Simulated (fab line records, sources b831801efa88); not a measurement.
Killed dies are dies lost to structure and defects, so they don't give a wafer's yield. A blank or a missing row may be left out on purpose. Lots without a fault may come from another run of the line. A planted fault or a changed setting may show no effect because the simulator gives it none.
Chamber matching | flow gf180mcu | GF_SAB_CVD_00 on pecvd-04: 3 sister chambers
The step deposits SiO2 from TEOS, target thk 50 nm, time 4.9302 s. 3 wafers are shown with their chamber, then 8 later ones without.

WAFERS WITH THEIR CHAMBER
wafer  | chamber | heater_power_w (W)
L085.2 | 0       | 508
L085.6 | 1       | 627
L087.2 | 2       | 718

WAFERS WITHOUT THEIR CHAMBER
wafer  | heater_power_w (W)
L087.3 | 549
L087.4 | 541
L089.1 | 663
L089.4 | 639
L089.6 | 618
L097.3 | 614
L097.5 | 608
L097.6 | 544

WHICH CHAMBER EACH WENT THROUGH
wafer  | from the rows above     | in truth
L087.3 | can't be placed: 0 or 1 | 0
L087.4 | can't be placed: 0 or 1 | 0
L089.1 | can't be placed: 1 or 2 | 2
L089.4 | 1                       | 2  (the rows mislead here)
L089.6 | 1                       | 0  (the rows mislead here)
L097.3 | 1                       | 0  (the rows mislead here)
L097.5 | 1                       | 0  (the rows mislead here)
L097.6 | can't be placed: 0 or 1 | 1
Placed correctly: 0 of 8. Can't be placed from these rows: 4 (the true chamber is among the candidates in 4). Placed wrongly: 4.
How it was worked out, from the rows above alone: a wafer's distance from a chamber is the root of the sum, over the readings, of the square of ((its reading less the chamber's mean) divided by the reading's scatter). The wafer belongs to the nearest chamber; if the next one is less than 2 further off, it can't be placed. A chamber's mean is the mean of its shown wafers. The scatter: with one shown wafer a chamber, the root of the mean of the squares of how far each hidden wafer lies from its nearest shown one.
